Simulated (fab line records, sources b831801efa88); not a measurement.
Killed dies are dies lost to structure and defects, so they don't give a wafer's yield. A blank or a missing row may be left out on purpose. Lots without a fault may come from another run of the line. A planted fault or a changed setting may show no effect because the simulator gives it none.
fab line records | flow gf180mcu
record lots=5 wafers=15 last_day=33
route steps=602 shown HV_LDD@222 NSD@235 PSD@248
lots that met no fault: from a run of the same line without faults
start_h: hours from the record's first day to the start of the lot's first wafer shown | wait_h: hours since the lot's step before | " the same as in the row above | L1.1+2: a row that stands for several wafers | - no value, or no start given | * or withheld: withheld | < > ~ a bound
route shown NAME@n: a module of which the file shows steps, and the number in the route of the first | usual: mean/standard deviation of fault-free wafers | same: alike in all rows | chamber/n: place in a boat | sites: the reading at each site | _std_site: their standard deviation | _edge_site: outer sites' mean less inner sites' | radius_mm: how far each site lies from the wafer's centre | mask NAME#n: copy n | behind: the tool/chamber that last shaped the wafer | hold: why the lot was held/for how many hours/how that ended | device: the transistor (n, p or np) that didn't switch | end of line: the same wafers' tests at the end of the route | a step without rows: its recipe alone | killed: dies lost to structure and defects at the first sort, not the wafer's yield | map: a wafer's dies, x killed, . not, _ none there
set.NAME: the setting as run; set.NAME@STEP: as run at that earlier step | model.NAME: the simulator's own value behind a step, which no gauge read
lots at some steps of the route; a table a step, a row a wafer
services: from which hour (start_h, from the record's first day; less than 0 if before it) a tool's chamber was out of use, for how many hours, and why
## steps
# step GF_HV_LDD_CD_MEAS_46
# recipe target_cd_nm=400
# usual cd_nm=399.9/2.3
# columns lot.wafer tool chamber start_h wait_h cd_nm
L077.2 cd_sem-02 - 310.75 0.1 401.0
L077.3 " - " " 398.8
L077.4 " - " " 399.9
L082.2 cd_sem-01 - 338.85 0.1 397.9
L082.3 " - " " 398.0
L082.6 " - " " 396.5
L083.1 cd_sem-01 - 347.86 0.1 401.7
L083.2 " - " " 401.4
L083.5 " - " " 402.3
L086.1 cd_sem-01 - 376.43 0.1 401.4
L086.3 " - " " 400.4
L086.6 " - " " 401.7
L092.3 cd_sem-02 - 428.35 0.1 401.3
L092.4 " - " " 395.7
L092.5 " - " " 398.8
# step GF_HV_LDD_OVL_MEAS_47
# usual HV_LDD_03_OVL=-0.2/1.5
# columns lot.wafer tool chamber start_h wait_h HV_LDD_03_OVL[nm]
L077.2 overlay-01 - 310.86 0.1 -0.7
L077.3 " - " " -1.5
L077.4 " - " " -0.2
L082.2 overlay-02 - 338.96 0.1 -0.6
L082.3 " - " " -2.0
L082.6 " - " " -1.5
L083.1 overlay-02 - 347.98 0.1 -2.2
L083.2 " - " " -2.0
L083.5 " - " " -1.3
L086.1 overlay-01 - 376.55 0.1 -1.0
L086.3 " - " " -1.1
L086.6 " - " " -2.1
L092.3 overlay-02 - 428.44 0.1 0.9
L092.4 " - " " -0.1
L092.5 " - " " -0.3
# step GF_HV_LDD_IMPLANT_48
# recipe species=B energy_kev=25 dose_cm2=3e+13 tilt_deg=7
# usual beam_energy_keV=25.000/0.008 end_station_pressure_torr=5.13e-06/2.6e-07
# columns lot.wafer tool chamber start_h wait_h beam_energy_keV end_station_pressure_torr
L077.2 implanter-02 0 310.91 0.0 24.987 5.22e-06
L077.3 " 0 " " 24.991 4.46e-06
L077.4 " 0 " " 24.996 5.45e-06
L082.2 implanter-03 0 339.01 0.0 25.006 5.14e-06
L082.3 " 0 " " 25.002 5.09e-06
L082.6 " 0 " " 25.002 5.02e-06
L083.1 implanter-04 0 348.02 0.0 24.999 5.26e-06
L083.2 " 0 " " 25.008 4.88e-06
L083.5 " 0 " " 24.995 5.21e-06
L086.1 implanter-04 0 376.59 0.0 24.995 5.37e-06
L086.3 " 0 " " 25.007 5.42e-06
L086.6 " 0 " " 24.998 5.09e-06
L092.3 implanter-04 0 428.52 0.1 25.004 5.02e-06
L092.4 " 0 " " 25.003 4.88e-06
L092.5 " 0 " " 24.990 5.28e-06
# step GF_HV_LDD_STRIP_49
# recipe chemistry=O2/N2 power_w=1400 pressure_mtorr=1500 platen_temp_c=250 o2_flow_sccm=3000 n2_flow_sccm=300 overash_fraction=0.5
# usual drypump_motor_current_A=5.6/0.36 heater_power_w=317/31 oes_product_au=0.716/0.0041 platen_temp_c=249.97/0.18 strip_time_to_endpoint_s=12.65/0.03
# columns lot.wafer tool chamber start_h wait_h drypump_motor_current_A heater_power_w oes_product_au platen_temp_c rf_hours_counter_h strip_time_to_endpoint_s
L077.2 plasma_asher-03 0 311.04 0.1 5.1 312 0.722 250.01 55 12.71
L077.3 " 0 " " 5.1 312 0.715 249.82 - 12.71
L077.4 " 1 " " 5.6 304 0.715 250.03 - 12.71
L082.2 plasma_asher-04 0 339.14 0.1 5.3 362 0.717 250.11 72 12.64
L082.3 " 0 " " 5.3 357 0.713 250.19 - 12.68
L082.6 " 0 " " 5.3 355 0.717 250.06 - 12.64
L083.1 plasma_asher-02 0 348.17 0.1 5.8 355 0.715 249.91 19 12.63
L083.2 " 1 " " 5.6 263 0.711 250.15 19 12.59
L083.5 " 1 " " 5.6 266 0.711 249.99 - 12.65
L086.1 plasma_asher-02 0 376.74 0.1 5.8 348 0.725 249.89 22 12.65
L086.3 " 1 " " 5.6 256 0.714 249.92 - 12.67
L086.6 " 0 " " 5.8 358 0.709 249.96 - 12.67
L092.3 plasma_asher-04 0 428.65 0.1 5.3 351 0.713 250.06 - 12.70
L092.4 " 1 " " 6.2 320 0.714 250.02 - 12.66
L092.5 " 0 " " 5.3 351 0.712 250.10 - 12.69
# step GF_HV_LDD_TW_MEAS_50
# usual HV_LDD_4_TW=568.1/2.5
# columns lot.wafer tool chamber start_h wait_h HV_LDD_4_TW
L077.2 film_metro-01 - 311.15 0.1 570.2
L077.3 " - " " 568.3
L077.4 " - " " 568.8
L082.2 film_metro-02 - 339.25 0.1 569.1
L082.3 " - " " 567.7
L082.6 " - " " 567.9
L083.1 film_metro-01 - 348.28 0.1 569.9
L083.2 " - " " 569.4
L083.5 " - " " 570.7
L086.1 film_metro-01 - 376.84 0.1 567.2
L086.3 " - " " 567.0
L086.6 " - " " 564.0
L092.3 film_metro-02 - 428.74 0.1 564.0
L092.4 " - " " 566.4
L092.5 " - " " 565.2
# step GF_HV_LDD_CLEAN_51
# recipe chemistry=SC1/SC2 mix=1:4:20 temp_c=70 time_s=150 dry=n2_spin
# columns lot.wafer tool chamber start_h wait_h
L077.2+3+4 wet_bench-04 3 311.20 0.0
L082.2+3+6 wet_bench-02 2 339.30 0.0
L083.1+2+5 wet_bench-02 2 348.34 0.1
L086.1+3+6 wet_bench-04 1 376.90 0.1
L092.3+4+5 wet_bench-01 1 428.78 0.0
# step GF_HV_LDD_RTA_52
# recipe temp_c=1000 time_s=10 ambient=N2
# usual lamp_power_pct=35.0/0.45 wafer_temp_C_max=1007.1/1.3
# columns lot.wafer tool chamber start_h wait_h lamp_power_pct wafer_temp_C_max
L077.2 rtp_anneal-02 0 311.26 0.0 34.4 1008.3
L077.3 " 0 " " 34.5 1008.4
L077.4 " 0 " " 34.4 1007.0
L082.2 rtp_anneal-01 0 339.36 0.0 35.4 1005.1
L082.3 " 0 " " 35.3 1007.1
L082.6 " 0 " " 35.4 1008.6
L083.1 rtp_anneal-01 0 348.39 0.0 35.3 1009.8
L083.2 " 0 " " 35.4 1005.9
L083.5 " 0 " " 35.4 1005.4
L086.1 rtp_anneal-01 0 376.95 0.0 35.4 1008.7
L086.3 " 0 " " 35.4 1006.2
L086.6 " 0 " " 35.4 1007.5
L092.3 rtp_anneal-01 0 428.85 0.0 35.4 1008.4
L092.4 " 0 " " 35.4 1006.9
L092.5 " 0 " " 35.4 1005.4
# step GF_HV_LDD_RS_MEAS_53
# recipe thk_meas_gauge=four-point-probe
# usual HV_LDD_RS=418.2/1
# columns lot.wafer tool chamber start_h wait_h HV_LDD_RS[ohm/sq]
L077.2 film_metro-02 - 311.34 0.1 419.4
L077.3 " - " " 419.6
L077.4 " - " " 419.3
L082.2 film_metro-02 - 339.43 0.1 417.2
L082.3 " - " " 417.9
L082.6 " - " " 418.6
L083.1 film_metro-02 - 348.46 0.1 418.3
L083.2 " - " " 419.3
L083.5 " - " " 419.1
L086.1 film_metro-02 - 377.02 0.1 419.2
L086.3 " - " " 417.9
L086.6 " - " " 418.9
L092.3 film_metro-01 - 428.94 0.1 419.1
L092.4 " - " " 417.6
L092.5 " - " " 418.2
# step GF_HV_LDD_CVD_54
# recipe material=SiO2 target_thk_nm=10 precursor=TEOS temp_c=680 time_s=75 pressure_mtorr=400
# columns lot.wafer tool chamber start_h wait_h
L077.2+3+4 lpcvd-02 1 311.44 0.1
L082.2+3+6 lpcvd-02 1 339.53 0.1
L083.1+2+5 lpcvd-02 1 348.58 0.1
L086.1+3+6 lpcvd-02 0 377.77 0.7
L092.3+4+5 lpcvd-02 0 429.02 0.1
# step GF_HV_LDD_THK_MEAS_55
# recipe reads=SiO2_of_HV_LDD_CVD_54
# usual HV_LDD_CVD_54_THK=9.99/0.16
# columns lot.wafer tool chamber start_h wait_h HV_LDD_CVD_54_THK[nm]
L077.2 film_metro-01 - 312.47 0.0 10.20
L077.3 " - " " 10.16
L077.4 " - " " 10.12
L082.2 film_metro-02 - 340.60 0.0 9.98
L082.3 " - " " 10.04
L082.6 " - " " 10.05
L083.1 film_metro-01 - 349.60 0.0 9.95
L083.2 " - " " 10.01
L083.5 " - " " 9.91
L086.1 film_metro-02 - 378.79 0.0 10.10
L086.3 " - " " 10.21
L086.6 " - " " 10.09
L092.3 film_metro-02 - 430.06 0.0 10.02
L092.4 " - " " 10.05
L092.5 " - " " 10.02
# step GF_HV_LDD_CVD_56
# recipe material=Si3N4 precursor=DCS/NH3 target_thk_nm=90 temp_c=770 time_s=1543 pressure_mtorr=250
# columns lot.wafer tool chamber start_h wait_h
L077.2+3+4 lpcvd-01 0 312.66 0.2
L082.2+3+6 lpcvd-01 0 341.15 0.5
L083.1+2+5 lpcvd-01 0 349.66 0.1
L086.1+3+6 lpcvd-02 1 378.85 0.1
L092.3+4+5 lpcvd-01 0 430.10 0.0
# step GF_HV_LDD_THK_MEAS_57
# recipe reads=Si3N4_of_HV_LDD_CVD_56
# usual HV_LDD_CVD_56_THK=89.9/0.81
# columns lot.wafer tool chamber start_h wait_h HV_LDD_CVD_56_THK[nm]
L077.2 film_metro-01 - 314.10 0.0 90.5
L077.3 " - " " 90.1
L077.4 " - " " 90.5
L082.2 film_metro-02 - 342.59 0.0 90.9
L082.3 " - " " 90.9
L082.6 " - " " 90.6
L083.1 film_metro-02 - 351.08 0.0 90.4
L083.2 " - " " 89.0
L083.5 " - " " 90.1
L086.1 film_metro-02 - 380.28 0.0 90.7
L086.3 " - " " 90.5
L086.6 " - " " 91.2
L092.3 film_metro-04 - 431.55 0.0 90.7
L092.4 " - " " 90.3
L092.5 " - " " 90.0
# step GF_HV_LDD_ETCHBACK_58
# recipe chemistry=CH3F/O2 target=Si3N4 stop_on=SiO2 source_w=400 bias_w=80 pressure_mtorr=25 ch3f_flow_sccm=40 O2_flow_sccm=30 time_s=100 target_depth_a=900
# usual drypump_motor_current_A=5.5/0.43 oes_product_au=0.842/0.0061 throttle_valve_pct=10.560/0.0083
# columns lot.wafer tool chamber start_h wait_h drypump_motor_current_A oes_product_au rf_hours_counter_h throttle_valve_pct
L077.2 rie_diel-02 0 314.15 0.0 5.7 0.846 80 10.559
L077.3 " 1 " " 4.7 0.838 70 10.549
L077.4 " 0 " " 5.7 0.847 - 10.577
L082.2 rie_diel-04 1 342.64 0.0 5.4 0.853 66 10.581
L082.3 " 0 " " 5.8 0.846 4 10.556
L082.6 " 0 " " 5.8 0.846 - 10.559
L083.1 rie_diel-04 0 351.14 0.1 5.7 0.845 5 10.558
L083.2 " 1 " " 5.4 0.839 66 10.552
L083.5 " 2 " " 5.5 0.849 - 10.567
L086.1 rie_diel-04 2 380.34 0.1 5.5 0.842 1 10.575
L086.3 " 1 " " 5.4 0.843 67 10.563
L086.6 " 0 " " 5.8 0.850 - 10.565
L092.3 rie_diel-01 1 431.59 0.0 6.5 0.852 4 10.574
L092.4 " 3 " " 5.1 0.846 0 10.557
L092.5 " 2 " " 5.4 0.844 - 10.552
# step GF_NSD_DEHYDRATE_00
# recipe temp_c=200 time_s=60
# usual resist_line_temp_C=23.02/0.097
# columns lot.wafer tool chamber start_h wait_h resist_line_temp_C
L077.2 litho_track-04 0 323.51 9.3 23.17
L077.3 " 0 " " 23.13
L077.4 " 0 " " 23.04
L082.2 litho_track-02 0 353.71 11.0 23.20
L082.3 " 0 " " 22.96
L082.6 " 0 " " 23.07
L083.1 litho_track-04 0 361.54 10.4 23.09
L083.2 " 0 " " 23.10
L083.5 " 0 " " 23.15
L086.1 litho_track-04 0 391.09 10.7 23.03
L086.3 " 0 " " 22.97
L086.6 " 0 " " 22.94
L092.3 litho_track-02 0 442.93 11.3 23.00
L092.4 " 0 " " 23.00
L092.5 " 0 " " 22.86
# step GF_NSD_HMDS_01
# recipe prime_time_s=60 prime_temp_c=120
# usual resist_line_temp_C=23.00/0.099
# same prime_time_s=60
# columns lot.wafer tool chamber start_h wait_h resist_line_temp_C
L077.2 litho_track-04 0 323.66 0.1 22.90
L077.3 " 0 " " 22.93
L077.4 " 0 " " 22.96
L082.2 litho_track-02 0 353.86 0.1 23.08
L082.3 " 0 " " 22.98
L082.6 " 0 " " 23.15
L083.1 litho_track-04 0 361.69 0.1 23.12
L083.2 " 0 " " 22.77
L083.5 " 0 " " 23.03
L086.1 litho_track-04 0 391.24 0.1 23.21
L086.3 " 0 " " 23.08
L086.6 " 0 " " 23.20
L092.3 litho_track-02 0 443.08 0.1 22.92
L092.4 " 0 " " 22.89
L092.5 " 0 " " 23.02
# step GF_NSD_COAT_02
# recipe resist=NOVOLAK spin_rpm=3000 resist_thk_nm=1000
# usual resist_line_temp_C=23.00/0.1
# columns lot.wafer tool chamber start_h wait_h resist_line_temp_C
L077.2 litho_track-04 0 323.81 0.1 23.08
L077.3 " 0 " " 22.97
L077.4 " 0 " " 23.12
L082.2 litho_track-02 0 354.01 0.1 23.07
L082.3 " 0 " " 23.05
L082.6 " 0 " " 23.09
L083.1 litho_track-04 0 361.84 0.1 22.97
L083.2 " 0 " " 22.92
L083.5 " 0 " " 22.87
L086.1 litho_track-04 0 391.39 0.1 23.01
L086.3 " 0 " " 22.94
L086.6 " 0 " " 22.95
L092.3 litho_track-02 0 443.23 0.1 22.82
L092.4 " 0 " " 22.89
L092.5 " 0 " " 23.05
# step GF_NSD_SOFTBAKE_03
# recipe temp_c=90 time_s=60 resist=NOVOLAK
# usual resist_line_temp_C=23.02/0.11
# columns lot.wafer tool chamber start_h wait_h resist_line_temp_C
L077.2 litho_track-04 0 323.96 0.1 23.10
L077.3 " 0 " " 23.09
L077.4 " 0 " " 23.03
L082.2 litho_track-02 0 354.16 0.1 22.92
L082.3 " 0 " " 23.09
L082.6 " 0 " " 22.99
L083.1 litho_track-04 0 361.99 0.1 23.10
L083.2 " 0 " " 23.14
L083.5 " 0 " " 23.11
L086.1 litho_track-04 0 391.54 0.1 22.98
L086.3 " 0 " " 23.04
L086.6 " 0 " " 22.91
L092.3 litho_track-02 0 443.38 0.1 22.93
L092.4 " 0 " " 22.83
L092.5 " 0 " " 22.95
# step GF_NSD_EXPOSE_04
# recipe mask_id=Nplus target_cd_nm=400 na=0.6 source_shape=conventional sigma_outer=0.6 dose_mj=140
# columns lot.wafer tool chamber start_h wait_h mask
L077.2+3+4 iline_stepper-01 0 - - Nplus#0
L082.2+3+6 iline_stepper-01 0 - - Nplus#0
L083.1+2+5 iline_stepper-02 0 - - Nplus#0
L086.1+3+6 iline_stepper-02 0 - - Nplus#0
L092.3+4+5 iline_stepper-02 0 - - Nplus#0
# step GF_NSD_PEB_05
# recipe temp_c=withheld time_s=* resist=NOVOLAK
# usual resist_line_temp_C=*
# columns lot.wafer tool chamber start_h wait_h resist_line_temp_C
L077.2 litho_track-04 0 - - *
L077.3 " 0 " " *
L077.4 " 0 " " *
L082.2 litho_track-03 0 - - *
L082.3 " 0 " " *
L082.6 " 0 " " *
L083.1 litho_track-02 0 - - *
L083.2 " 0 " " *
L083.5 " 0 " " *
L086.1 litho_track-04 0 - - *
L086.3 " 0 " " *
L086.6 " 0 " " *
L092.3 litho_track-02 0 - - *
L092.4 " 0 " " *
L092.5 " 0 " " *
# step GF_NSD_DEVELOP_06
# recipe develop_time_s=60 dev_temp_c=23
# usual resist_line_temp_C=23.02/0.11
# columns lot.wafer tool chamber start_h wait_h resist_line_temp_C
L077.2 litho_track-04 0 334.11 0.1 22.92
L077.3 " 0 " " 23.05
L077.4 " 0 " " 23.07
L082.2 litho_track-03 0 365.15 0.1 22.94
L082.3 " 0 " " 22.87
L082.6 " 0 " " 22.94
L083.1 litho_track-02 0 373.08 0.1 23.06
L083.2 " 0 " " 23.09
L083.5 " 0 " " 23.11
L086.1 litho_track-04 0 403.14 0.1 23.11
L086.3 " 0 " " 22.92
L086.6 " 0 " " 23.10
L092.3 litho_track-02 0 456.28 0.1 23.25
L092.4 " 0 " " 23.24
L092.5 " 0 " " 23.10
# step GF_NSD_CD_MEAS_07
# recipe target_cd_nm=400
# usual cd_nm=400.1/2.1
# columns lot.wafer tool chamber start_h wait_h cd_nm
L077.2 cd_sem-01 - 334.26 0.1 401.2
L077.3 " - " " 399.8
L077.4 " - " " 401.9
L082.2 cd_sem-02 - 365.30 0.1 399.0
L082.3 " - " " 397.6
L082.6 " - " " 399.9
L083.1 cd_sem-01 - 373.23 0.1 396.5
L083.2 " - " " 399.5
L083.5 " - " " 399.1
L086.1 cd_sem-01 - 403.35 0.2 400.9
L086.3 " - " " 399.2
L086.6 " - " " 400.6
L092.3 cd_sem-02 - 456.42 0.1 400.1
L092.4 " - " " 400.7
L092.5 " - " " 401.9
# step GF_NSD_OVL_MEAS_08
# usual NSD_OVL=-1.2/1.6
# columns lot.wafer tool chamber start_h wait_h NSD_OVL[nm]
L077.2 overlay-02 - 334.36 0.1 -0.9
L077.3 " - " " -0.1
L077.4 " - " " -0.7
L082.2 overlay-02 - 365.40 0.1 -1.7
L082.3 " - " " -0.4
L082.6 " - " " 2.2
L083.1 overlay-01 - 373.35 0.1 -2.7
L083.2 " - " " -3.2
L083.5 " - " " -3.5
L086.1 overlay-01 - 403.47 0.1 -0.6
L086.3 " - " " -1.9
L086.6 " - " " -2.8
L092.3 overlay-02 - 456.51 0.1 1.5
L092.4 " - " " 0.3
L092.5 " - " " 1.3
# step GF_NSD_IMPLANT_09
# recipe species=As energy_kev=60 dose_cm2=4e+15 tilt_deg=7
# usual beam_energy_keV=60.003/0.017 end_station_pressure_torr=1.18e-05/6.2e-07
# columns lot.wafer tool chamber start_h wait_h beam_energy_keV end_station_pressure_torr
L077.2 implanter-04 0 334.42 0.0 60.016 1.2e-05
L077.3 " 0 " " 60.006 1.25e-05
L077.4 " 0 " " 60.003 1.17e-05
L082.2 implanter-02 0 365.46 0.0 60.002 1.15e-05
L082.3 " 0 " " 59.971 1.13e-05
L082.6 " 0 " " 59.993 1.18e-05
L083.1 implanter-01 0 373.39 0.0 59.989 1.11e-05
L083.2 " 0 " " 59.993 1.14e-05
L083.5 " 0 " " 59.978 1.15e-05
L086.1 implanter-01 0 403.51 0.0 60.023 1.13e-05
L086.3 " 0 " " 60.013 1.21e-05
L086.6 " 0 " " 59.952 1.18e-05
L092.3 implanter-01 0 456.59 0.1 59.999 1.2e-05
L092.4 " 0 " " 60.007 1.13e-05
L092.5 " 0 " " 60.028 1.2e-05
# step GF_NSD_IMPLANT_10
# recipe species=P energy_kev=40 dose_cm2=5e+14 tilt_deg=7
# usual beam_energy_keV=39.998/0.012 end_station_pressure_torr=7.2e-06/3.9e-07
# columns lot.wafer tool chamber start_h wait_h beam_energy_keV end_station_pressure_torr
L077.2 implanter-04 0 334.57 0.1 39.985 7.2e-06
L077.3 " 0 " " 39.980 7e-06
L077.4 " 0 " " 39.992 7.3e-06
L082.2 implanter-02 0 365.61 0.1 39.978 7.8e-06
L082.3 " 0 " " 39.982 7.6e-06
L082.6 " 0 " " 40.002 6.8e-06
L083.1 implanter-01 0 373.54 0.1 39.970 6.7e-06
L083.2 " 0 " " 39.990 7.5e-06
L083.5 " 0 " " 40.001 7.3e-06
L086.1 implanter-01 0 403.66 0.1 39.979 7.6e-06
L086.3 " 0 " " 39.989 6.8e-06
L086.6 " 0 " " 39.982 8.1e-06
L092.3 implanter-01 0 456.74 0.1 40.000 6.8e-06
L092.4 " 0 " " 39.974 7.4e-06
L092.5 " 0 " " 39.987 7.4e-06
# step GF_NSD_STRIP_11
# recipe chemistry=O2/N2 power_w=1400 pressure_mtorr=1500 platen_temp_c=250 o2_flow_sccm=3000 n2_flow_sccm=300 overash_fraction=0.5
# usual drypump_motor_current_A=5.6/0.35 heater_power_w=330/22 oes_product_au=0.488/0.0048 platen_temp_c=250.01/0.19 strip_time_to_endpoint_s=22.97/0.039
# columns lot.wafer tool chamber start_h wait_h drypump_motor_current_A heater_power_w oes_product_au platen_temp_c rf_hours_counter_h strip_time_to_endpoint_s
L077.2 plasma_asher-03 0 334.69 0.1 5.1 307 0.485 250.01 58 22.97
L077.3 " 0 " " 5.1 310 0.486 250.16 - 22.96
L077.4 " 1 " " 5.6 308 0.491 250.26 - 22.97
L082.2 plasma_asher-01 1 365.73 0.1 5.7 359 0.485 249.87 71 22.96
L082.3 " 1 " " 5.7 355 0.485 250.05 - 23.01
L082.6 " 1 " " 5.7 353 0.485 249.76 - 22.99
L083.1 plasma_asher-01 1 373.69 0.1 5.7 359 0.482 249.81 72 22.99
L083.2 " 0 " " 5.7 316 0.484 249.83 72 22.97
L083.5 " 0 " " 5.7 302 0.475 249.85 - 22.98
L086.1 plasma_asher-04 0 403.81 0.1 5.3 355 0.500 249.75 79 23.04
L086.3 " 0 " " 5.3 358 0.484 250.23 - 22.97
L086.6 " 1 " " 6.2 320 0.498 249.76 - 23.02
L092.3 plasma_asher-04 0 456.87 0.1 5.3 348 0.495 249.88 - 23.04
L092.4 " 1 " " 6.2 321 0.494 249.91 - 23.06
L092.5 " 0 " " 5.3 350 0.485 250.19 - 23.06
# step GF_NSD_TW_MEAS_12
# usual NSD_TW=4257/21
# columns lot.wafer tool chamber start_h wait_h NSD_TW
L077.2 film_metro-02 - 334.80 0.1 4236
L077.3 " - " " 4233
L077.4 " - " " 4225
L082.2 film_metro-02 - 365.84 0.1 4236
L082.3 " - " " 4245
L082.6 " - " " 4242
L083.1 film_metro-03 - 373.79 0.1 4277
L083.2 " - " " 4248
L083.5 " - " " 4260
L086.1 film_metro-03 - 403.91 0.1 4306
L086.3 " - " " 4270
L086.6 " - " " 4271
L092.3 film_metro-03 - 456.96 0.1 4281
L092.4 " - " " 4253
L092.5 " - " " 4261
# step GF_PSD_DEHYDRATE_00
# recipe temp_c=200 time_s=60
# usual resist_line_temp_C=22.99/0.11
# columns lot.wafer tool chamber start_h wait_h resist_line_temp_C
L077.2 litho_track-04 0 344.91 10.1 23.00
L077.3 " 0 " " 22.92
L077.4 " 0 " " 23.03
L082.2 litho_track-03 0 376.55 10.7 22.99
L082.3 " 0 " " 22.89
L082.6 " 0 " " 23.03
L083.1 litho_track-04 0 384.54 10.7 22.89
L083.2 " 0 " " 22.88
L083.5 " 0 " " 22.94
L086.1 litho_track-04 0 414.74 10.8 22.95
L086.3 " 0 " " 23.12
L086.6 " 0 " " 22.99
L092.3 litho_track-01 0 468.46 11.5 23.21
L092.4 " 0 " " 23.22
L092.5 " 0 " " 23.00
# step GF_PSD_HMDS_01
# recipe prime_time_s=60 prime_temp_c=120
# usual resist_line_temp_C=23.01/0.097
# same prime_time_s=60
# columns lot.wafer tool chamber start_h wait_h resist_line_temp_C
L077.2 litho_track-04 0 345.06 0.1 22.89
L077.3 " 0 " " 22.99
L077.4 " 0 " " 22.90
L082.2 litho_track-03 0 376.70 0.1 23.07
L082.3 " 0 " " 22.96
L082.6 " 0 " " 23.05
L083.1 litho_track-04 0 384.69 0.1 23.13
L083.2 " 0 " " 23.08
L083.5 " 0 " " 22.90
L086.1 litho_track-04 0 414.89 0.1 23.01
L086.3 " 0 " " 22.99
L086.6 " 0 " " 23.03
L092.3 litho_track-01 0 468.61 0.1 22.90
L092.4 " 0 " " 22.89
L092.5 " 0 " " 22.89
# step GF_PSD_COAT_02
# recipe resist=NOVOLAK spin_rpm=3000 resist_thk_nm=1000
# usual resist_line_temp_C=23.00/0.11
# columns lot.wafer tool chamber start_h wait_h resist_line_temp_C
L077.2 litho_track-04 0 345.21 0.1 23.06
L077.3 " 0 " " 22.86
L077.4 " 0 " " 23.00
L082.2 litho_track-03 0 376.85 0.1 22.99
L082.3 " 0 " " 22.78
L082.6 " 0 " " 22.96
L083.1 litho_track-04 0 384.84 0.1 22.97
L083.2 " 0 " " 23.05
L083.5 " 0 " " 22.99
L086.1 litho_track-04 0 415.04 0.1 22.93
L086.3 " 0 " " 23.01
L086.6 " 0 " " 23.01
L092.3 litho_track-01 0 468.76 0.1 23.08
L092.4 " 0 " " 23.07
L092.5 " 0 " " 23.04
# step GF_PSD_SOFTBAKE_03
# recipe temp_c=90 time_s=60 resist=NOVOLAK
# usual resist_line_temp_C=23.00/0.098
# columns lot.wafer tool chamber start_h wait_h resist_line_temp_C
L077.2 litho_track-04 0 345.36 0.1 22.97
L077.3 " 0 " " 23.00
L077.4 " 0 " " 22.99
L082.2 litho_track-03 0 377.00 0.1 23.06
L082.3 " 0 " " 23.00
L082.6 " 0 " " 23.12
L083.1 litho_track-04 0 384.99 0.1 23.03
L083.2 " 0 " " 22.98
L083.5 " 0 " " 23.07
L086.1 litho_track-04 0 415.19 0.1 23.00
L086.3 " 0 " " 23.01
L086.6 " 0 " " 23.09
L092.3 litho_track-01 0 468.91 0.1 23.04
L092.4 " 0 " " 23.03
L092.5 " 0 " " 22.97
# step GF_PSD_EXPOSE_04
# recipe mask_id=Pplus target_cd_nm=400 na=0.6 source_shape=conventional sigma_outer=0.6 dose_mj=140
# columns lot.wafer tool chamber start_h wait_h mask
L077.2+3+4 iline_stepper-01 0 - - Pplus#0
L082.2+3+6 iline_stepper-01 0 - - Pplus#0
L083.1+2+5 iline_stepper-02 0 - - Pplus#0
L086.1+3+6 iline_stepper-02 0 - - Pplus#0
L092.3+4+5 iline_stepper-01 0 - - Pplus#0
# step GF_PSD_PEB_05
# recipe temp_c=withheld time_s=* resist=NOVOLAK
# usual resist_line_temp_C=*
# columns lot.wafer tool chamber start_h wait_h resist_line_temp_C
L077.2 litho_track-03 0 - - *
L077.3 " 0 " " *
L077.4 " 0 " " *
L082.2 litho_track-03 0 - - *
L082.3 " 0 " " *
L082.6 " 0 " " *
L083.1 litho_track-01 0 - - *
L083.2 " 0 " " *
L083.5 " 0 " " *
L086.1 litho_track-04 0 - - *
L086.3 " 0 " " *
L086.6 " 0 " " *
L092.3 litho_track-03 0 - - *
L092.4 " 0 " " *
L092.5 " 0 " " *
# step GF_PSD_DEVELOP_06
# recipe develop_time_s=60 dev_temp_c=23
# usual resist_line_temp_C=23.00/0.089
# columns lot.wafer tool chamber start_h wait_h resist_line_temp_C
L077.2 litho_track-03 0 356.60 0.1 22.81
L077.3 " 0 " " 22.99
L077.4 " 0 " " 22.91
L082.2 litho_track-03 0 388.10 0.1 23.03
L082.3 " 0 " " 23.01
L082.6 " 0 " " 23.00
L083.1 litho_track-01 0 397.06 0.1 23.05
L083.2 " 0 " " 22.95
L083.5 " 0 " " 23.02
L086.1 litho_track-04 0 427.44 0.1 23.02
L086.3 " 0 " " 22.95
L086.6 " 0 " " 23.06
L092.3 litho_track-03 0 481.12 0.1 22.96
L092.4 " 0 " " 23.03
L092.5 " 0 " " 22.87
# step GF_PSD_CD_MEAS_07
# recipe target_cd_nm=400
# usual cd_nm=399.5/2.4
# columns lot.wafer tool chamber start_h wait_h cd_nm
L077.2 cd_sem-01 - 356.75 0.1 395.2
L077.3 " - " " 396.3
L077.4 " - " " 398.3
L082.2 cd_sem-02 - 388.24 0.1 395.5
L082.3 " - " " 397.9
L082.6 " - " " 398.6
L083.1 cd_sem-01 - 397.21 0.1 399.2
L083.2 " - " " 398.4
L083.5 " - " " 398.6
L086.1 cd_sem-02 - 427.59 0.1 397.7
L086.3 " - " " 395.9
L086.6 " - " " 397.1
L092.3 cd_sem-02 - 481.26 0.1 400.4
L092.4 " - " " 400.1
L092.5 " - " " 401.8
# step GF_PSD_OVL_MEAS_08
# usual PSD_OVL=-0.1/1.2
# columns lot.wafer tool chamber start_h wait_h PSD_OVL[nm]
L077.2 overlay-02 - 356.85 0.1 -0.4
L077.3 " - " " -0.3
L077.4 " - " " -1.3
L082.2 overlay-01 - 388.35 0.1 1.4
L082.3 " - " " 0.8
L082.6 " - " " 1.2
L083.1 overlay-02 - 397.33 0.1 -1.2
L083.2 " - " " 0.4
L083.5 " - " " 0.1
L086.1 overlay-02 - 427.71 0.1 -0.9
L086.3 " - " " -0.7
L086.6 " - " " -2.2
L092.3 overlay-02 - 481.35 0.1 2.1
L092.4 " - " " 0.4
L092.5 " - " " 3.2
## services
# columns tool chamber start_h hours kind
lpcvd-01 - 289.40 6.0 pm
iline_stepper-02 - 297.09 1.7 pm
lpcvd-01 - 317.69 2.8 pm
plasma_asher-01 - 319.56 0.4 repair
implanter-01 - 322.27 1.5 repair
plasma_asher-02 - 328.62 10.0 pm
implanter-01 - 336.25 1.1 repair
iline_stepper-02 - 349.55 1.4 repair
wet_bench-04 - 352.03 1.9 pm
rie_diel-04 3 387.73 1.4 repair
rie_diel-04 3 390.68 21.7 repair
rie_diel-04 0 392.87 5.2 repair
iline_stepper-01 - 399.21 1.7 pm
implanter-01 - 400.68 1.6 repair
lpcvd-02 - 404.94 14.6 pm
iline_stepper-01 - 413.57 13.9 repair
plasma_asher-01 - 421.25 9.0 pm
rie_diel-04 1 432.71 10.8 repair
iline_stepper-02 - 434.38 0.8 repair
iline_stepper-01 - 448.43 14.2 repair
implanter-01 - 454.59 1.9 repair
implanter-04 - 455.45 2.1 repair
rie_diel-04 1 464.54 3.6 repair
plasma_asher-04 - 475.49 7.3 repair
## key
fault none
